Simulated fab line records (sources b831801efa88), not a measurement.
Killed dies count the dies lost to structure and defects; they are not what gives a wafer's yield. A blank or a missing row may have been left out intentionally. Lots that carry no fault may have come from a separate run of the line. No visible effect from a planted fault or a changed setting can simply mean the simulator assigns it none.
fab line records || flow sfq-line
record {"lots": 14, "wafers": 42, "last-day": 80}
route steps=325 shown M2@89
lots that met no fault: taken from a fault-free run of the same line
start-h: hours from the record's first day to the start of the lot's first wafer shown || wait-h: how many hours have passed since the lot's step before this one || " unchanged from the row above || L1.1+2: one row covering several wafers at once || - value missing, or start not given || * or withheld: withheld || < > ~ a bound
route shown NAME@n: names a module that has steps shown in the file, with the first one's number in the route || usual: mean/standard deviation taken from wafers without a fault || same: alike in all rows || chamber/n: place in a boat || sites: readings site by site || _std_site: standard deviation of those values || _edge_site: mean of outer sites minus mean of inner sites || radius-mm: for every site, how far away it sits from the centre of the wafer || mask NAME#n: copy n || behind: the tool/chamber that last shaped the wafer || hold: what put the lot on hold/how long, in hours/how the hold closed || device: the transistor (n, p or np) that didn't switch || end of line: tests run on the same wafers once the route is complete || for a step that has no rows: nothing shown but its recipe || killed: dies lost to structure and defects at the first sort, not the wafer's yield || map: dies across one wafer; x = killed, . = not, _ = none there
set.NAME: the setting as run; set.NAME@STEP: as run at that earlier step || model.NAME: the simulator's own value behind a step, which no gauge read
one table for each step of the route and one row for each wafer, over a sample of lots
services: a tool's chamber out of use, with start hour (start-h, from the record's first day; less than 0 if before it), hours out, and reason
## steps
# step SFQ_TRILAYER_M2_DEP_SPUTTER_055
# recipe {"material": "Nb", "base-pressure-pa": 1.33e-06, "chamber-pressure-pa": 0.1333, "substrate-temp-c": 20, "resputter-cathode-voltage-v": 400, "target-thk-nm": 200, "power-w": 2000, "time-s": 133.3}
# usual {"chamber-pressure-pa": "0.13328/0.00026", "substrate-temp-c": "19.99/0.11", "throttle-valve-pct": "30.0/1"}
{"lot.wafer": "L864.2", "tool": "pvd-sputter-04", "chamber": "-", "start-h": 596.67, "wait-h": 0.0, "chamber-pressure-pa": 0.13355, "substrate-temp-c": 20.00, "throttle-valve-pct": 31.0}
{"lot.wafer": "L864.3", "tool": "pvd-sputter-04", "chamber": "-", "start-h": 596.67, "wait-h": 0.0, "chamber-pressure-pa": 0.13297, "substrate-temp-c": 20.12, "throttle-valve-pct": 32.2}
{"lot.wafer": "L864.6", "tool": "pvd-sputter-04", "chamber": "-", "start-h": 596.67, "wait-h": 0.0, "chamber-pressure-pa": 0.13353, "substrate-temp-c": 20.08, "throttle-valve-pct": 30.8}
{"lot.wafer": "L866.1", "tool": "pvd-sputter-06", "chamber": "-", "start-h": 608.68, "wait-h": 0.0, "chamber-pressure-pa": 0.1329, "substrate-temp-c": 20.06, "throttle-valve-pct": 30.8}
{"lot.wafer": "L866.3", "tool": "pvd-sputter-06", "chamber": "-", "start-h": 608.68, "wait-h": 0.0, "chamber-pressure-pa": 0.13319, "substrate-temp-c": 20.10, "throttle-valve-pct": 28.9}
{"lot.wafer": "L866.5", "tool": "pvd-sputter-06", "chamber": "-", "start-h": 608.68, "wait-h": 0.0, "chamber-pressure-pa": 0.13327, "substrate-temp-c": 20.01, "throttle-valve-pct": 30.6}
{"lot.wafer": "L867.2", "tool": "pvd-sputter-04", "chamber": "-", "start-h": 617.07, "wait-h": 0.0, "chamber-pressure-pa": 0.13321, "substrate-temp-c": 20.12, "throttle-valve-pct": 32.2}
{"lot.wafer": "L867.4", "tool": "pvd-sputter-04", "chamber": "-", "start-h": 617.07, "wait-h": 0.0, "chamber-pressure-pa": 0.13355, "substrate-temp-c": 19.82, "throttle-valve-pct": 30.7}
{"lot.wafer": "L867.5", "tool": "pvd-sputter-04", "chamber": "-", "start-h": 617.07, "wait-h": 0.0, "chamber-pressure-pa": 0.13382, "substrate-temp-c": 19.75, "throttle-valve-pct": 30.8}
{"lot.wafer": "L868.1", "tool": "pvd-sputter-06", "chamber": "-", "start-h": 657.91, "wait-h": 0.0, "chamber-pressure-pa": 0.13316, "substrate-temp-c": 19.99, "throttle-valve-pct": 28.4}
{"lot.wafer": "L868.3", "tool": "pvd-sputter-06", "chamber": "-", "start-h": 657.91, "wait-h": 0.0, "chamber-pressure-pa": 0.13348, "substrate-temp-c": 19.99, "throttle-valve-pct": 30.7}
{"lot.wafer": "L868.4", "tool": "pvd-sputter-06", "chamber": "-", "start-h": 657.91, "wait-h": 0.0, "chamber-pressure-pa": 0.13335, "substrate-temp-c": 19.88, "throttle-valve-pct": 29.6}
{"lot.wafer": "L871.1", "tool": "pvd-sputter-03", "chamber": "-", "start-h": 678.91, "wait-h": 0.0, "chamber-pressure-pa": 0.13271, "substrate-temp-c": 20.01, "throttle-valve-pct": 29.0}
{"lot.wafer": "L871.4", "tool": "pvd-sputter-03", "chamber": "-", "start-h": 678.91, "wait-h": 0.0, "chamber-pressure-pa": 0.13303, "substrate-temp-c": 20.13, "throttle-valve-pct": 30.3}
{"lot.wafer": "L871.5", "tool": "pvd-sputter-03", "chamber": "-", "start-h": 678.91, "wait-h": 0.0, "chamber-pressure-pa": 0.1335, "substrate-temp-c": 19.76, "throttle-valve-pct": 29.2}
{"lot.wafer": "L872.2", "tool": "pvd-sputter-06", "chamber": "-", "start-h": 688.51, "wait-h": 0.0, "chamber-pressure-pa": 0.13329, "substrate-temp-c": 20.04, "throttle-valve-pct": 28.6}
{"lot.wafer": "L872.4", "tool": "pvd-sputter-06", "chamber": "-", "start-h": 688.51, "wait-h": 0.0, "chamber-pressure-pa": 0.13345, "substrate-temp-c": 19.95, "throttle-valve-pct": 29.6}
{"lot.wafer": "L872.5", "tool": "pvd-sputter-06", "chamber": "-", "start-h": 688.51, "wait-h": 0.0, "chamber-pressure-pa": 0.13298, "substrate-temp-c": 19.90, "throttle-valve-pct": 30.8}
{"lot.wafer": "L873.1", "tool": "pvd-sputter-04", "chamber": "-", "start-h": 690.91, "wait-h": 0.0, "chamber-pressure-pa": 0.13344, "substrate-temp-c": 19.95, "throttle-valve-pct": 32.1}
{"lot.wafer": "L873.2", "tool": "pvd-sputter-04", "chamber": "-", "start-h": 690.91, "wait-h": 0.0, "chamber-pressure-pa": 0.13335, "substrate-temp-c": 19.88, "throttle-valve-pct": 30.9}
{"lot.wafer": "L873.5", "tool": "pvd-sputter-04", "chamber": "-", "start-h": 690.91, "wait-h": 0.0, "chamber-pressure-pa": 0.13326, "substrate-temp-c": 20.11, "throttle-valve-pct": 32.0}
{"lot.wafer": "L874.1", "tool": "pvd-sputter-03", "chamber": "-", "start-h": 698.84, "wait-h": 0.0, "chamber-pressure-pa": 0.13332, "substrate-temp-c": 19.73, "throttle-valve-pct": 29.3}
{"lot.wafer": "L874.2", "tool": "pvd-sputter-03", "chamber": "-", "start-h": 698.84, "wait-h": 0.0, "chamber-pressure-pa": 0.13329, "substrate-temp-c": 20.04, "throttle-valve-pct": 30.4}
{"lot.wafer": "L874.4", "tool": "pvd-sputter-03", "chamber": "-", "start-h": 698.84, "wait-h": 0.0, "chamber-pressure-pa": 0.1335, "substrate-temp-c": 20.05, "throttle-valve-pct": 29.5}
{"lot.wafer": "L877.3", "tool": "pvd-sputter-04", "chamber": "-", "start-h": 726.45, "wait-h": 0.0, "chamber-pressure-pa": 0.13307, "substrate-temp-c": 19.88, "throttle-valve-pct": 28.8}
{"lot.wafer": "L877.4", "tool": "pvd-sputter-04", "chamber": "-", "start-h": 726.45, "wait-h": 0.0, "chamber-pressure-pa": 0.1336, "substrate-temp-c": 19.97, "throttle-valve-pct": 32.1}
{"lot.wafer": "L877.6", "tool": "pvd-sputter-04", "chamber": "-", "start-h": 726.45, "wait-h": 0.0, "chamber-pressure-pa": 0.13324, "substrate-temp-c": 19.82, "throttle-valve-pct": 30.7}
{"lot.wafer": "L881.1", "tool": "pvd-sputter-06", "chamber": "-", "start-h": 753.28, "wait-h": 0.0, "chamber-pressure-pa": 0.13334, "substrate-temp-c": 19.93, "throttle-valve-pct": 31.1}
{"lot.wafer": "L881.2", "tool": "pvd-sputter-06", "chamber": "-", "start-h": 753.28, "wait-h": 0.0, "chamber-pressure-pa": 0.1331, "substrate-temp-c": 20.19, "throttle-valve-pct": 29.4}
{"lot.wafer": "L881.5", "tool": "pvd-sputter-06", "chamber": "-", "start-h": 753.28, "wait-h": 0.0, "chamber-pressure-pa": 0.13319, "substrate-temp-c": 19.93, "throttle-valve-pct": 30.9}
{"lot.wafer": "L882.1", "tool": "pvd-sputter-06", "chamber": "-", "start-h": 770.64, "wait-h": 0.0, "chamber-pressure-pa": 0.13313, "substrate-temp-c": 20.03, "throttle-valve-pct": 30.8}
{"lot.wafer": "L882.3", "tool": "pvd-sputter-06", "chamber": "-", "start-h": 770.64, "wait-h": 0.0, "chamber-pressure-pa": 0.13324, "substrate-temp-c": 20.08, "throttle-valve-pct": 28.6}
{"lot.wafer": "L882.5", "tool": "pvd-sputter-06", "chamber": "-", "start-h": 770.64, "wait-h": 0.0, "chamber-pressure-pa": 0.13291, "substrate-temp-c": 19.94, "throttle-valve-pct": 29.4}
{"lot.wafer": "L885.2", "tool": "pvd-sputter-03", "chamber": "-", "start-h": 821.24, "wait-h": 0.0, "chamber-pressure-pa": 0.13301, "substrate-temp-c": 20.09, "throttle-valve-pct": 29.3}
{"lot.wafer": "L885.4", "tool": "pvd-sputter-03", "chamber": "-", "start-h": 821.24, "wait-h": 0.0, "chamber-pressure-pa": 0.13361, "substrate-temp-c": 19.90, "throttle-valve-pct": 30.2}
{"lot.wafer": "L885.6", "tool": "pvd-sputter-03", "chamber": "-", "start-h": 821.24, "wait-h": 0.0, "chamber-pressure-pa": 0.13349, "substrate-temp-c": 19.98, "throttle-valve-pct": 29.1}
{"lot.wafer": "L886.1", "tool": "pvd-sputter-06", "chamber": "-", "start-h": 832.33, "wait-h": 0.0, "chamber-pressure-pa": 0.13366, "substrate-temp-c": 20.05, "throttle-valve-pct": 30.6}
{"lot.wafer": "L886.2", "tool": "pvd-sputter-06", "chamber": "-", "start-h": 832.33, "wait-h": 0.0, "chamber-pressure-pa": 0.1338, "substrate-temp-c": 19.89, "throttle-valve-pct": 29.3}
{"lot.wafer": "L886.3", "tool": "pvd-sputter-06", "chamber": "-", "start-h": 832.33, "wait-h": 0.0, "chamber-pressure-pa": 0.1333, "substrate-temp-c": 19.89, "throttle-valve-pct": 29.8}
{"lot.wafer": "L887.3", "tool": "pvd-sputter-04", "chamber": "-", "start-h": 845.21, "wait-h": 0.0, "chamber-pressure-pa": 0.13294, "substrate-temp-c": 20.08, "throttle-valve-pct": 30.6}
{"lot.wafer": "L887.4", "tool": "pvd-sputter-04", "chamber": "-", "start-h": 845.21, "wait-h": 0.0, "chamber-pressure-pa": 0.13313, "substrate-temp-c": 19.84, "throttle-valve-pct": 30.7}
{"lot.wafer": "L887.6", "tool": "pvd-sputter-04", "chamber": "-", "start-h": 845.21, "wait-h": 0.0, "chamber-pressure-pa": 0.13281, "substrate-temp-c": 20.05, "throttle-valve-pct": 30.9}
# step SFQ_M2_RS_MEAS_914
# recipe {"thk-meas-gauge": "four-point-probe", "reads": "Nb_of_TRILAYER_M2_DEP_SPUTTER_055"}
# usual {"M2_NB_RS": "0.889/0.0083"}
{"lot.wafer": "L864.2", "tool": "film-metro-03", "chamber": "-", "start-h": 596.78, "wait-h": 0.1, "M2_NB_RS[ohm/sq]": 0.894}
{"lot.wafer": "L864.3", "tool": "film-metro-03", "chamber": "-", "start-h": 596.78, "wait-h": 0.1, "M2_NB_RS[ohm/sq]": 0.901}
{"lot.wafer": "L864.6", "tool": "film-metro-03", "chamber": "-", "start-h": 596.78, "wait-h": 0.1, "M2_NB_RS[ohm/sq]": 0.895}
{"lot.wafer": "L866.1", "tool": "film-metro-01", "chamber": "-", "start-h": 608.77, "wait-h": 0.0, "M2_NB_RS[ohm/sq]": 0.882}
{"lot.wafer": "L866.3", "tool": "film-metro-01", "chamber": "-", "start-h": 608.77, "wait-h": 0.0, "M2_NB_RS[ohm/sq]": 0.872}
{"lot.wafer": "L866.5", "tool": "film-metro-01", "chamber": "-", "start-h": 608.77, "wait-h": 0.0, "M2_NB_RS[ohm/sq]": 0.890}
{"lot.wafer": "L867.2", "tool": "film-metro-04", "chamber": "-", "start-h": 617.18, "wait-h": 0.1, "M2_NB_RS[ohm/sq]": 0.894}
{"lot.wafer": "L867.4", "tool": "film-metro-04", "chamber": "-", "start-h": 617.18, "wait-h": 0.1, "M2_NB_RS[ohm/sq]": 0.881}
{"lot.wafer": "L867.5", "tool": "film-metro-04", "chamber": "-", "start-h": 617.18, "wait-h": 0.1, "M2_NB_RS[ohm/sq]": 0.880}
{"lot.wafer": "L868.1", "tool": "film-metro-04", "chamber": "-", "start-h": 658.00, "wait-h": 0.0, "M2_NB_RS[ohm/sq]": 0.877}
{"lot.wafer": "L868.3", "tool": "film-metro-04", "chamber": "-", "start-h": 658.00, "wait-h": 0.0, "M2_NB_RS[ohm/sq]": 0.885}
{"lot.wafer": "L868.4", "tool": "film-metro-04", "chamber": "-", "start-h": 658.00, "wait-h": 0.0, "M2_NB_RS[ohm/sq]": 0.877}
{"lot.wafer": "L871.1", "tool": "film-metro-04", "chamber": "-", "start-h": 679.00, "wait-h": 0.0, "M2_NB_RS[ohm/sq]": 0.897}
{"lot.wafer": "L871.4", "tool": "film-metro-04", "chamber": "-", "start-h": 679.00, "wait-h": 0.0, "M2_NB_RS[ohm/sq]": 0.903}
{"lot.wafer": "L871.5", "tool": "film-metro-04", "chamber": "-", "start-h": 679.00, "wait-h": 0.0, "M2_NB_RS[ohm/sq]": 0.905}
{"lot.wafer": "L872.2", "tool": "film-metro-01", "chamber": "-", "start-h": 688.62, "wait-h": 0.1, "M2_NB_RS[ohm/sq]": 0.893}
{"lot.wafer": "L872.4", "tool": "film-metro-01", "chamber": "-", "start-h": 688.62, "wait-h": 0.1, "M2_NB_RS[ohm/sq]": 0.899}
{"lot.wafer": "L872.5", "tool": "film-metro-01", "chamber": "-", "start-h": 688.62, "wait-h": 0.1, "M2_NB_RS[ohm/sq]": 0.899}
{"lot.wafer": "L873.1", "tool": "film-metro-03", "chamber": "-", "start-h": 691.00, "wait-h": 0.0, "M2_NB_RS[ohm/sq]": 0.898}
{"lot.wafer": "L873.2", "tool": "film-metro-03", "chamber": "-", "start-h": 691.00, "wait-h": 0.0, "M2_NB_RS[ohm/sq]": 0.894}
{"lot.wafer": "L873.5", "tool": "film-metro-03", "chamber": "-", "start-h": 691.00, "wait-h": 0.0, "M2_NB_RS[ohm/sq]": 0.887}
{"lot.wafer": "L874.1", "tool": "film-metro-03", "chamber": "-", "start-h": 698.93, "wait-h": 0.0, "M2_NB_RS[ohm/sq]": 0.887}
{"lot.wafer": "L874.2", "tool": "film-metro-03", "chamber": "-", "start-h": 698.93, "wait-h": 0.0, "M2_NB_RS[ohm/sq]": 0.886}
{"lot.wafer": "L874.4", "tool": "film-metro-03", "chamber": "-", "start-h": 698.93, "wait-h": 0.0, "M2_NB_RS[ohm/sq]": 0.882}
{"lot.wafer": "L877.3", "tool": "film-metro-04", "chamber": "-", "start-h": 726.59, "wait-h": 0.1, "M2_NB_RS[ohm/sq]": 0.894}
{"lot.wafer": "L877.4", "tool": "film-metro-04", "chamber": "-", "start-h": 726.59, "wait-h": 0.1, "M2_NB_RS[ohm/sq]": 0.893}
{"lot.wafer": "L877.6", "tool": "film-metro-04", "chamber": "-", "start-h": 726.59, "wait-h": 0.1, "M2_NB_RS[ohm/sq]": 0.885}
{"lot.wafer": "L881.1", "tool": "film-metro-01", "chamber": "-", "start-h": 753.37, "wait-h": 0.0, "M2_NB_RS[ohm/sq]": 0.893}
{"lot.wafer": "L881.2", "tool": "film-metro-01", "chamber": "-", "start-h": 753.37, "wait-h": 0.0, "M2_NB_RS[ohm/sq]": 0.467}
{"lot.wafer": "L881.5", "tool": "film-metro-01", "chamber": "-", "start-h": 753.37, "wait-h": 0.0, "M2_NB_RS[ohm/sq]": 0.470}
{"lot.wafer": "L882.1", "tool": "film-metro-03", "chamber": "-", "start-h": 770.73, "wait-h": 0.0, "M2_NB_RS[ohm/sq]": 0.898}
{"lot.wafer": "L882.3", "tool": "film-metro-03", "chamber": "-", "start-h": 770.73, "wait-h": 0.0, "M2_NB_RS[ohm/sq]": 0.881}
{"lot.wafer": "L882.5", "tool": "film-metro-03", "chamber": "-", "start-h": 770.73, "wait-h": 0.0, "M2_NB_RS[ohm/sq]": 0.471}
{"lot.wafer": "L885.2", "tool": "film-metro-03", "chamber": "-", "start-h": 821.35, "wait-h": 0.1, "M2_NB_RS[ohm/sq]": 0.906}
{"lot.wafer": "L885.4", "tool": "film-metro-03", "chamber": "-", "start-h": 821.35, "wait-h": 0.1, "M2_NB_RS[ohm/sq]": 0.900}
{"lot.wafer": "L885.6", "tool": "film-metro-03", "chamber": "-", "start-h": 821.35, "wait-h": 0.1, "M2_NB_RS[ohm/sq]": 0.901}
{"lot.wafer": "L886.1", "tool": "film-metro-01", "chamber": "-", "start-h": 832.42, "wait-h": 0.0, "M2_NB_RS[ohm/sq]": 0.894}
{"lot.wafer": "L886.2", "tool": "film-metro-01", "chamber": "-", "start-h": 832.42, "wait-h": 0.0, "M2_NB_RS[ohm/sq]": 0.882}
{"lot.wafer": "L886.3", "tool": "film-metro-01", "chamber": "-", "start-h": 832.42, "wait-h": 0.0, "M2_NB_RS[ohm/sq]": 0.883}
{"lot.wafer": "L887.3", "tool": "film-metro-04", "chamber": "-", "start-h": 845.34, "wait-h": 0.1, "M2_NB_RS[ohm/sq]": 0.883}
{"lot.wafer": "L887.4", "tool": "film-metro-04", "chamber": "-", "start-h": 845.34, "wait-h": 0.1, "M2_NB_RS[ohm/sq]": 0.892}
{"lot.wafer": "L887.6", "tool": "film-metro-04", "chamber": "-", "start-h": 845.34, "wait-h": 0.1, "M2_NB_RS[ohm/sq]": 0.891}
# step SFQ_TRILAYER_M2_ETCH_METAL_ETCH_060
# recipe {"target": "Nb", "stop-on": "SiO2", "mask-material": "PR", "chemistry": "Cl2/Ar", "target-depth-nm": 240, "icp-w": 600, "bias-w": 80, "pressure-mtorr": 10, "time-s": 120}
# usual {"drypump-motor-current-A": "5.6/0.6", "oes-product-au": "0.895/0.007"}
{"lot.wafer": "L864.2", "tool": "rie-metal-03", "chamber": 0, "start-h": 599.41, "wait-h": 0.0, "drypump-motor-current-A": 5.5, "oes-product-au": 0.887, "rf-hours-counter-h": 33}
{"lot.wafer": "L864.3", "tool": "rie-metal-03", "chamber": 1, "start-h": 599.41, "wait-h": 0.0, "drypump-motor-current-A": 6.1, "oes-product-au": 0.892, "rf-hours-counter-h": "-"}
{"lot.wafer": "L864.6", "tool": "rie-metal-03", "chamber": 1, "start-h": 599.41, "wait-h": 0.0, "drypump-motor-current-A": 6.1, "oes-product-au": 0.888, "rf-hours-counter-h": "-"}
{"lot.wafer": "L866.1", "tool": "rie-metal-02", "chamber": 0, "start-h": 611.30, "wait-h": 0.0, "drypump-motor-current-A": 6.5, "oes-product-au": 0.901, "rf-hours-counter-h": 113}
{"lot.wafer": "L866.3", "tool": "rie-metal-02", "chamber": 0, "start-h": 611.30, "wait-h": 0.0, "drypump-motor-current-A": 6.5, "oes-product-au": 0.906, "rf-hours-counter-h": "-"}
{"lot.wafer": "L866.5", "tool": "rie-metal-02", "chamber": 1, "start-h": 611.30, "wait-h": 0.0, "drypump-motor-current-A": 6.3, "oes-product-au": 0.894, "rf-hours-counter-h": "-"}
{"lot.wafer": "L867.2", "tool": "rie-metal-04", "chamber": 0, "start-h": 620.65, "wait-h": 0.0, "drypump-motor-current-A": 5.7, "oes-product-au": 0.896, "rf-hours-counter-h": 25}
{"lot.wafer": "L867.4", "tool": "rie-metal-04", "chamber": 0, "start-h": 620.65, "wait-h": 0.0, "drypump-motor-current-A": 5.7, "oes-product-au": 0.897, "rf-hours-counter-h": "-"}
{"lot.wafer": "L867.5", "tool": "rie-metal-04", "chamber": 1, "start-h": 620.65, "wait-h": 0.0, "drypump-motor-current-A": 4.7, "oes-product-au": 0.896, "rf-hours-counter-h": "-"}
{"lot.wafer": "L868.1", "tool": "rie-metal-04", "chamber": 0, "start-h": 660.66, "wait-h": 0.0, "drypump-motor-current-A": 5.7, "oes-product-au": 0.915, "rf-hours-counter-h": 30}
{"lot.wafer": "L868.3", "tool": "rie-metal-04", "chamber": 1, "start-h": 660.66, "wait-h": 0.0, "drypump-motor-current-A": 4.8, "oes-product-au": 0.902, "rf-hours-counter-h": "-"}
{"lot.wafer": "L868.4", "tool": "rie-metal-04", "chamber": 0, "start-h": 660.66, "wait-h": 0.0, "drypump-motor-current-A": 5.7, "oes-product-au": 0.908, "rf-hours-counter-h": "-"}
{"lot.wafer": "L871.1", "tool": "rie-metal-04", "chamber": 0, "start-h": 681.53, "wait-h": 0.0, "drypump-motor-current-A": 5.7, "oes-product-au": 0.893, "rf-hours-counter-h": 32}
{"lot.wafer": "L871.4", "tool": "rie-metal-04", "chamber": 1, "start-h": 681.53, "wait-h": 0.0, "drypump-motor-current-A": 4.8, "oes-product-au": 0.884, "rf-hours-counter-h": "-"}
{"lot.wafer": "L871.5", "tool": "rie-metal-04", "chamber": 1, "start-h": 681.53, "wait-h": 0.0, "drypump-motor-current-A": 4.8, "oes-product-au": 0.882, "rf-hours-counter-h": "-"}
{"lot.wafer": "L872.2", "tool": "rie-metal-04", "chamber": 1, "start-h": 841.98, "wait-h": 0.0, "drypump-motor-current-A": 4.7, "oes-product-au": 0.895, "rf-hours-counter-h": 41}
{"lot.wafer": "L872.4", "tool": "rie-metal-04", "chamber": 1, "start-h": 841.98, "wait-h": 0.0, "drypump-motor-current-A": 4.8, "oes-product-au": 0.884, "rf-hours-counter-h": "-"}
{"lot.wafer": "L872.5", "tool": "rie-metal-04", "chamber": 1, "start-h": 841.98, "wait-h": 0.0, "drypump-motor-current-A": 4.7, "oes-product-au": 0.882, "rf-hours-counter-h": "-"}
{"lot.wafer": "L873.1", "tool": "rie-metal-03", "chamber": 1, "start-h": 843.18, "wait-h": 0.0, "drypump-motor-current-A": 6.1, "oes-product-au": 0.895, "rf-hours-counter-h": 127}
{"lot.wafer": "L873.2", "tool": "rie-metal-03", "chamber": 0, "start-h": 843.18, "wait-h": 0.0, "drypump-motor-current-A": 5.5, "oes-product-au": 0.894, "rf-hours-counter-h": 69}
{"lot.wafer": "L873.5", "tool": "rie-metal-03", "chamber": 1, "start-h": 843.18, "wait-h": 0.0, "drypump-motor-current-A": 6.1, "oes-product-au": 0.898, "rf-hours-counter-h": "-"}
{"lot.wafer": "L874.1", "tool": "rie-metal-04", "chamber": 1, "start-h": 856.38, "wait-h": 0.0, "drypump-motor-current-A": 4.7, "oes-product-au": 0.890, "rf-hours-counter-h": 42}
{"lot.wafer": "L874.2", "tool": "rie-metal-04", "chamber": 0, "start-h": 856.38, "wait-h": 0.0, "drypump-motor-current-A": 5.6, "oes-product-au": 0.895, "rf-hours-counter-h": 62}
{"lot.wafer": "L874.4", "tool": "rie-metal-04", "chamber": 0, "start-h": 856.38, "wait-h": 0.0, "drypump-motor-current-A": 5.7, "oes-product-au": 0.901, "rf-hours-counter-h": "-"}
{"lot.wafer": "L877.3", "tool": "rie-metal-04", "chamber": 0, "start-h": 878.31, "wait-h": 0.1, "drypump-motor-current-A": 5.6, "oes-product-au": 0.884, "rf-hours-counter-h": "-"}
{"lot.wafer": "L877.4", "tool": "rie-metal-04", "chamber": 1, "start-h": 878.31, "wait-h": 0.1, "drypump-motor-current-A": 4.7, "oes-product-au": 0.894, "rf-hours-counter-h": "-"}
{"lot.wafer": "L877.6", "tool": "rie-metal-04", "chamber": 0, "start-h": 878.31, "wait-h": 0.1, "drypump-motor-current-A": 5.7, "oes-product-au": 0.898, "rf-hours-counter-h": "-"}
{"lot.wafer": "L881.1", "tool": "rie-metal-03", "chamber": 1, "start-h": 906.55, "wait-h": 0.0, "drypump-motor-current-A": 6.1, "oes-product-au": 0.898, "rf-hours-counter-h": 2}
{"lot.wafer": "L881.2", "tool": "rie-metal-03", "chamber": 0, "start-h": 906.55, "wait-h": 0.0, "drypump-motor-current-A": 5.5, "oes-product-au": 1.016, "rf-hours-counter-h": 80}
{"lot.wafer": "L881.5", "tool": "rie-metal-03", "chamber": 0, "start-h": 906.55, "wait-h": 0.0, "drypump-motor-current-A": 5.5, "oes-product-au": 1.012, "rf-hours-counter-h": "-"}
{"lot.wafer": "L882.1", "tool": "rie-metal-04", "chamber": 0, "start-h": 913.75, "wait-h": 0.0, "drypump-motor-current-A": 5.6, "oes-product-au": 0.891, "rf-hours-counter-h": 69}
{"lot.wafer": "L882.3", "tool": "rie-metal-04", "chamber": 1, "start-h": 913.75, "wait-h": 0.0, "drypump-motor-current-A": 4.7, "oes-product-au": 0.898, "rf-hours-counter-h": "-"}
{"lot.wafer": "L882.5", "tool": "rie-metal-04", "chamber": 1, "start-h": 913.75, "wait-h": 0.0, "drypump-motor-current-A": 4.8, "oes-product-au": 1.009, "rf-hours-counter-h": "-"}
{"lot.wafer": "L885.2", "tool": "rie-metal-04", "chamber": 0, "start-h": 962.14, "wait-h": 0.0, "drypump-motor-current-A": 5.7, "oes-product-au": 0.885, "rf-hours-counter-h": 76}
{"lot.wafer": "L885.4", "tool": "rie-metal-04", "chamber": 0, "start-h": 962.14, "wait-h": 0.0, "drypump-motor-current-A": 5.6, "oes-product-au": 0.893, "rf-hours-counter-h": "-"}
{"lot.wafer": "L885.6", "tool": "rie-metal-04", "chamber": 1, "start-h": 962.14, "wait-h": 0.0, "drypump-motor-current-A": 4.8, "oes-product-au": 0.884, "rf-hours-counter-h": "-"}
{"lot.wafer": "L886.1", "tool": "rie-metal-04", "chamber": 0, "start-h": 974.05, "wait-h": 0.0, "drypump-motor-current-A": 5.7, "oes-product-au": 0.895, "rf-hours-counter-h": 77}
{"lot.wafer": "L886.2", "tool": "rie-metal-04", "chamber": 1, "start-h": 974.05, "wait-h": 0.0, "drypump-motor-current-A": 4.8, "oes-product-au": 0.900, "rf-hours-counter-h": 58}
{"lot.wafer": "L886.3", "tool": "rie-metal-04", "chamber": 1, "start-h": 974.05, "wait-h": 0.0, "drypump-motor-current-A": 4.7, "oes-product-au": 0.893, "rf-hours-counter-h": "-"}
{"lot.wafer": "L887.3", "tool": "rie-metal-04", "chamber": 0, "start-h": 987.29, "wait-h": 0.1, "drypump-motor-current-A": 5.6, "oes-product-au": 0.900, "rf-hours-counter-h": "-"}
{"lot.wafer": "L887.4", "tool": "rie-metal-04", "chamber": 1, "start-h": 987.29, "wait-h": 0.1, "drypump-motor-current-A": 4.7, "oes-product-au": 0.891, "rf-hours-counter-h": "-"}
{"lot.wafer": "L887.6", "tool": "rie-metal-04", "chamber": 0, "start-h": 987.29, "wait-h": 0.1, "drypump-motor-current-A": 5.6, "oes-product-au": 0.891, "rf-hours-counter-h": "-"}
## services
{"tool": "rie-metal-04", "chamber": 1, "start-h": 579.05, "hours": 1.0, "kind": "repair"}
{"tool": "pvd-sputter-04", "chamber": "-", "start-h": 584.05, "hours": 3.1, "kind": "repair"}
{"tool": "pvd-sputter-06", "chamber": "-", "start-h": 595.51, "hours": 1.8, "kind": "repair"}
{"tool": "pvd-sputter-06", "chamber": "-", "start-h": 595.78, "hours": 4.9, "kind": "repair"}
{"tool": "pvd-sputter-06", "chamber": 2, "start-h": 602.44, "hours": "-", "kind": "consumable-replace:kit"}
{"tool": "pvd-sputter-06", "chamber": 2, "start-h": 602.44, "hours": 18.0, "kind": "scheduled-down"}
{"tool": "pvd-sputter-06", "chamber": 2, "start-h": 602.44, "hours": 18.0, "kind": "vent-cycle"}
{"tool": "pvd-sputter-04", "chamber": "-", "start-h": 620.23, "hours": 0.7, "kind": "repair"}
{"tool": "pvd-sputter-04", "chamber": "-", "start-h": 653.10, "hours": 3.1, "kind": "repair"}
{"tool": "rie-metal-04", "chamber": 0, "start-h": 669.49, "hours": 9.3, "kind": "repair"}
{"tool": "pvd-sputter-03", "chamber": "-", "start-h": 670.81, "hours": 0.9, "kind": "repair"}
{"tool": "rie-metal-04", "chamber": "-", "start-h": 701.51, "hours": 0.7, "kind": "repair"}
{"tool": "pvd-sputter-04", "chamber": "-", "start-h": 706.63, "hours": 3.9, "kind": "repair"}
{"tool": "pvd-sputter-03", "chamber": "-", "start-h": 708.55, "hours": 1.2, "kind": "repair"}
{"tool": "rie-metal-02", "chamber": "-", "start-h": 748.12, "hours": 1.8, "kind": "repair"}
{"tool": "rie-metal-04", "chamber": "-", "start-h": 766.93, "hours": 1.4, "kind": "pm"}
{"tool": "rie-metal-04", "chamber": 1, "start-h": 781.08, "hours": 20.5, "kind": "repair"}
{"tool": "rie-metal-02", "chamber": 1, "start-h": 873.77, "hours": 2.3, "kind": "repair"}
{"tool": "pvd-sputter-04", "chamber": "-", "start-h": 880.58, "hours": 3.3, "kind": "repair"}
{"tool": "pvd-sputter-03", "chamber": "-", "start-h": 887.70, "hours": 0.9, "kind": "repair"}
{"tool": "rie-metal-03", "chamber": 0, "start-h": 930.73, "hours": 23.5, "kind": "repair"}
{"tool": "rie-metal-02", "chamber": "-", "start-h": 939.96, "hours": 10.0, "kind": "pm"}
{"tool": "pvd-sputter-06", "chamber": "-", "start-h": 968.40, "hours": 0.7, "kind": "repair"}
{"tool": "rie-metal-03", "chamber": "-", "start-h": 974.51, "hours": 4.3, "kind": "pm"}
## key
first-sign {"step": "SFQ_M2_RS_MEAS_914", "reading": "M2_NB_RS", "direction": "down", "sigmas": 51, "usual": 0.889, "struck": 0.469}
effect {"step": "SFQ_TRILAYER_M2_ETCH_METAL_ETCH_060", "reading": "oes-product-au", "direction": "up", "sigmas": 17, "usual": 0.895, "struck": 1.012}
met-at SFQ_TRILAYER_M2_DEP_SPUTTER_055
struck-lots L881,L882
struck-wafers L881.2,L881.5,L882.5
onset-between 688.51 753.28
fault {"kind": "process-parameter-drift", "tool": "pvd-sputter-06", "chamber": "-", "onset-h": 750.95, "steps": "SFQ_TRILAYER_M2_DEP_SPUTTER_055", "channel": "target-thk-nm", "offset": 176.46, "shape": "step", "end-h": 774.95, "scope": "struck-wafers-only", "acts-in": "these-recipes-only", "stated": 200}
